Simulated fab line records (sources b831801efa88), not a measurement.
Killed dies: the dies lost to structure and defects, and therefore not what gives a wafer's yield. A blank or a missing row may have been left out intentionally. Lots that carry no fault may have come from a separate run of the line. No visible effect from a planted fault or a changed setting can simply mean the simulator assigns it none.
fab line records	flow sky130
record lots=15	wafers=45	last-day=50
route steps=708 shown VIA2@529 VIA3@586 METAL4@601
lots untouched by any fault: they come from a run of this same line in which no faults occurred
start-h: hours from the record's opening day to when the first of the lot's shown wafers began	wait-h: hours from the lot's prior step to this one	" the same as in the row above	L1.1+2: several wafers, shown together as one row	- value missing, or start not given	* or withheld: withheld	< > ~ a bound
route shown NAME@n: names a module that has steps shown in the file, with the first one's number in the route	usual: average and standard deviation across the fault-free wafers	same: alike in all rows	chamber/n: place in a boat	sites: each site's reading	_std_site: the values' standard deviation	_edge_site: outer sites' mean less inner sites'	radius-mm: how far each site lies from the wafer's centre	mask NAME#n: copy n	behind: the most recent tool/chamber to have shaped the wafer	hold: reason for holding the lot/hours on hold/outcome of the hold	device: names the non-switching transistor (n, p or np)	end of line: tests run on the same wafers once the route is complete	for a step that has no rows: nothing shown but its recipe	killed: dies that structure and defects cost at the first sort, which is not the same as the wafer's yield	map: shows each die of a wafer: x if killed, . if not, _ if none is there
set.NAME: the setting the step ran with; set.NAME@STEP: the setting that earlier step ran with	model.NAME: the simulator's own value behind a step, which no gauge read
the route's steps for a sample of lots (tables are steps, rows are wafers)
services: from which hour (start-h, from the record's first day; less than 0 if before it) a tool's chamber was out of use, for how many hours, and why
## steps
# step SKY_VIA2_RS_MEAS_22
# recipe thk-meas-gauge=four-point-probe	reads=W_of_VIA2_CVD_21+TiN_of_VIA2_SPUTTER_20
# usual VIA2_W_RS=0.2719/0.0025
lot.wafer	tool	chamber	start-h	wait-h	VIA2_W_RS[ohm/sq]
L429.2	film-metro-03	-	866.52	0.1	0.2712
L429.4	"	-	"	"	0.2739
L429.6	"	-	"	"	0.2717
L431.2	film-metro-04	-	883.82	0.1	0.2752
L431.5	"	-	"	"	0.2750
L431.6	"	-	"	"	0.2699
L434.1	film-metro-02	-	902.51	0.1	0.2700
L434.4	"	-	"	"	0.2689
L434.5	"	-	"	"	0.2696
L436.3	film-metro-02	-	913.73	0.1	0.2707
L436.4	"	-	"	"	0.2705
L436.5	"	-	"	"	0.2738
L435.2	film-metro-02	-	914.94	0.1	0.2725
L435.5	"	-	"	"	0.2731
L435.6	"	-	"	"	0.2685
L438.3	film-metro-03	-	934.35	0.1	0.2704
L438.4	"	-	"	"	0.2722
L438.5	"	-	"	"	0.2734
L439.2	film-metro-03	-	935.33	0.1	0.2676
L439.3	"	-	"	"	0.2743
L439.5	"	-	"	"	0.2732
L440.1	film-metro-04	-	945.58	0.1	0.2732
L440.5	"	-	"	"	0.2713
L440.6	"	-	"	"	0.2708
L444.1	film-metro-03	-	972.26	0.1	0.2740
L444.2	"	-	"	"	0.2737
L444.6	"	-	"	"	0.2745
L445.2	film-metro-02	-	979.90	0.1	0.2689
L445.4	"	-	"	"	0.2704
L445.6	"	-	"	"	0.2686
L446.1	film-metro-03	-	987.61	0.1	0.2720
L446.4	"	-	"	"	0.2696
L446.5	"	-	"	"	0.2735
L447.1	film-metro-02	-	990.10	0.1	0.2734
L447.3	"	-	"	"	0.2735
L447.6	"	-	"	"	0.2732
L448.2	film-metro-04	-	991.95	0.1	0.2778
L448.3	"	-	"	"	0.2752
L448.5	"	-	"	"	0.2790
L450.1	film-metro-04	-	1015.30	0.1	0.2712
L450.4	"	-	"	"	0.2742
L450.6	"	-	"	"	0.2720
L451.1	film-metro-02	-	1026.41	0.1	0.2760
L451.4	"	-	"	"	0.2731
L451.6	"	-	"	"	0.2731
# step SKY_VIA3_OVL_MEAS_13
# usual VIA3_OVL=-1/6.7
lot.wafer	tool	chamber	start-h	wait-h	VIA3_OVL[nm]
L429.2	overlay-02	-	944.83	0.1	-2
L429.4	"	-	"	"	2
L429.6	"	-	"	"	-6
L431.2	overlay-02	-	960.69	0.1	-4
L431.5	"	-	"	"	2
L431.6	"	-	"	"	2
L434.1	overlay-01	-	980.53	0.1	-7
L434.4	"	-	"	"	1
L434.5	"	-	"	"	-9
L436.3	overlay-01	-	989.89	0.1	-7
L436.4	"	-	"	"	2
L436.5	"	-	"	"	-5
L435.2	overlay-01	-	991.08	0.1	-12
L435.5	"	-	"	"	-6
L435.6	"	-	"	"	-11
L438.3	overlay-01	-	1009.25	0.1	-2
L438.4	"	-	"	"	-2
L438.5	"	-	"	"	-7
L439.2	overlay-01	-	1010.33	0.1	4
L439.3	"	-	"	"	4
L439.5	"	-	"	"	0
L440.1	overlay-02	-	1020.18	0.1	7
L440.5	"	-	"	"	2
L440.6	"	-	"	"	6
L444.1	overlay-01	-	1045.18	0.1	-9
L444.2	"	-	"	"	-5
L444.6	"	-	"	"	-6
L445.2	overlay-01	-	1052.64	0.1	-3
L445.4	"	-	"	"	-1
L445.6	"	-	"	"	-2
L446.1	overlay-01	-	1058.28	0.1	-8
L446.4	"	-	"	"	-11
L446.5	"	-	"	"	-2
L447.1	overlay-01	-	1061.48	0.1	6
L447.3	"	-	"	"	2
L447.6	"	-	"	"	2
L448.2	overlay-01	-	1062.98	0.1	1
L448.3	"	-	"	"	-9
L448.5	"	-	"	"	-1
L450.1	overlay-01	-	1084.83	0.1	-8
L450.4	"	-	"	"	-5
L450.6	"	-	"	"	-9
L451.1	overlay-01	-	1094.58	0.1	3
L451.4	"	-	"	"	5
L451.6	"	-	"	"	-2
# step SKY_VIA3_RS_MEAS_22
# recipe thk-meas-gauge=four-point-probe	reads=W_of_VIA3_CVD_21+TiN_of_VIA3_SPUTTER_20
# usual VIA3_W_RS=0.2923/0.0025
lot.wafer	tool	chamber	start-h	wait-h	VIA3_W_RS[ohm/sq]
L429.2	film-metro-03	-	945.76	0.1	0.2903
L429.4	"	-	"	"	0.2914
L429.6	"	-	"	"	0.2914
L431.2	film-metro-02	-	961.62	0.1	0.2939
L431.5	"	-	"	"	0.2932
L431.6	"	-	"	"	0.2935
L434.1	film-metro-01	-	981.45	0.1	0.2935
L434.4	"	-	"	"	0.2890
L434.5	"	-	"	"	0.2938
L436.3	film-metro-03	-	990.83	0.1	0.2954
L436.4	"	-	"	"	0.2928
L436.5	"	-	"	"	0.2953
L435.2	film-metro-02	-	992.04	0.1	0.2944
L435.5	"	-	"	"	0.2933
L435.6	"	-	"	"	0.2933
L438.3	film-metro-02	-	1010.19	0.1	0.2957
L438.4	"	-	"	"	0.2944
L438.5	"	-	"	"	0.2958
L439.2	film-metro-02	-	1011.28	0.1	0.2923
L439.3	"	-	"	"	0.2939
L439.5	"	-	"	"	0.2911
L440.1	film-metro-03	-	1021.09	0.1	0.2916
L440.5	"	-	"	"	0.2881
L440.6	"	-	"	"	0.2891
L444.1	film-metro-03	-	1046.16	0.1	0.2946
L444.2	"	-	"	"	0.2922
L444.6	"	-	"	"	0.2922
L445.2	film-metro-03	-	1053.57	0.1	0.2886
L445.4	"	-	"	"	0.2895
L445.6	"	-	"	"	0.2878
L446.1	film-metro-01	-	1059.53	0.1	0.2940
L446.4	"	-	"	"	0.2903
L446.5	"	-	"	"	0.2889
L447.1	film-metro-02	-	1062.48	0.1	0.2926
L447.3	"	-	"	"	0.2891
L447.6	"	-	"	"	0.2906
L448.2	film-metro-01	-	1063.97	0.1	0.2973
L448.3	"	-	"	"	0.2930
L448.5	"	-	"	"	0.2968
L450.1	film-metro-01	-	1085.74	0.1	0.2907
L450.4	"	-	"	"	0.2902
L450.6	"	-	"	"	0.2895
L451.1	film-metro-02	-	1095.49	0.1	0.2879
L451.4	"	-	"	"	0.2926
L451.6	"	-	"	"	0.2904
# step SKY_METAL4_SPUTTER_03
# recipe material=Ti	target-thk-nm=5	power-w=3000	time-s=3.3	chamber-pressure-pa=0.4
# usual cathode-dc-power-W=3000.0/0.53	chamber-pressure-pa=0.3999/0.00085	throttle-valve-pct=29.9/0.83
lot.wafer	tool	chamber	start-h	wait-h	cathode-dc-power-W	chamber-pressure-pa	throttle-valve-pct
L429.2	pvd-sputter-04	-	946.31	0.0	2999.1	0.4006	29.4
L429.4	"	-	"	"	2999.4	0.3998	30.1
L429.6	"	-	"	"	3000.7	0.4010	29.5
L431.2	pvd-sputter-03	-	962.16	0.0	2999.0	0.4021	29.9
L431.5	"	-	"	"	2999.5	0.4004	30.0
L431.6	"	-	"	"	3000.6	0.3998	29.9
L434.1	pvd-sputter-04	-	982.26	0.0	2999.7	0.4003	29.8
L434.4	"	-	"	"	3000.5	0.4000	30.0
L434.5	"	-	"	"	3000.7	0.4017	30.0
L436.3	pvd-sputter-04	-	991.36	0.0	3000.7	0.3991	29.9
L436.4	"	-	"	"	3000.1	0.4000	30.0
L436.5	"	-	"	"	2999.8	0.4000	29.3
L435.2	pvd-sputter-01	-	992.59	0.0	2999.1	0.3990	29.8
L435.5	"	-	"	"	3000.0	0.4008	31.3
L435.6	"	-	"	"	3001.1	0.4009	29.9
L438.3	pvd-sputter-04	-	1010.72	0.0	3000.4	0.3983	29.5
L438.4	"	-	"	"	3000.3	0.3996	31.0
L438.5	"	-	"	"	2999.7	0.3988	29.7
L439.2	pvd-sputter-01	-	1011.82	0.0	2999.6	0.4002	27.9
L439.3	"	-	"	"	2999.8	0.4001	30.3
L439.5	"	-	"	"	3000.3	0.4010	27.8
L440.1	pvd-sputter-04	-	1021.66	0.0	2999.9	0.3993	30.8
L440.5	"	-	"	"	2999.8	0.3997	30.7
L440.6	"	-	"	"	2999.5	0.4014	30.1
L444.1	pvd-sputter-04	-	1046.73	0.0	2998.9	0.4014	30.3
L444.2	"	-	"	"	2999.0	0.3989	30.6
L444.6	"	-	"	"	3000.3	0.3999	29.4
L445.2	pvd-sputter-04	-	1054.12	0.0	-	-	-
L445.4	"	-	"	"	-	-	-
L445.6	"	-	"	"	-	-	-
L446.1	pvd-sputter-01	-	1060.10	0.0	-	-	-
L446.4	"	-	"	"	-	-	-
L446.5	"	-	"	"	-	-	-
L447.1	pvd-sputter-01	-	1063.05	0.0	-	-	-
L447.3	"	-	"	"	-	-	-
L447.6	"	-	"	"	-	-	-
L448.2	pvd-sputter-01	-	1064.52	0.0	3000.1	0.4001	27.7
L448.3	"	-	"	"	2999.0	0.3992	29.8
L448.5	"	-	"	"	2999.5	0.4013	28.0
L450.1	pvd-sputter-01	-	1086.31	0.0	3000.6	0.4001	29.7
L450.4	"	-	"	"	3000.6	0.4021	30.2
L450.6	"	-	"	"	2999.2	0.3985	27.8
L451.1	pvd-sputter-04	-	1096.06	0.0	3001.1	0.4018	30.3
L451.4	"	-	"	"	3000.4	0.3989	29.4
L451.6	"	-	"	"	2999.6	0.4012	30.0
## services
tool	chamber	start-h	hours	kind
pvd-sputter-01	-	936.49	51.4	repair
pvd-sputter-01	-	953.44	6.6	repair
pvd-sputter-03	-	1046.42	24.0	repair
pvd-sputter-04	-	1059.59	7.5	repair
## key
first-sign step=SKY_METAL4_SPUTTER_03	reading=tool-record	direction=missing
effect none on later readings
met-at SKY_METAL4_SPUTTER_03
struck-lots L445,L446,L447
later-rows-left-out L445.2,L445.4,L445.6,L446.1,L446.4,L446.5,L447.1,L447.3,L447.6
sort-left-out L445.2,L445.4,L445.6,L446.1,L446.4,L446.5,L447.1,L447.3,L447.6
not-acting-at SKY_VIA2_RS_MEAS_22,SKY_VIA3_OVL_MEAS_13,SKY_VIA3_RS_MEAS_22
onset-between 1046.73 1054.12
fault kind=skipped-step-whole	tool=pvd-sputter-01,pvd-sputter-04	chamber=-	onset-h=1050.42	steps=SKY_METAL4_SPUTTER_03	scope=struck-lots-only
# sort-left-out: the simulated sort isn't trusted on such a fault, so these wafers' sort isn't shown, and their yield isn't known
# later-rows-left-out: the simulator's readings of these wafers behind a module that went badly wrong aren't trusted and aren't shown, but for the sort
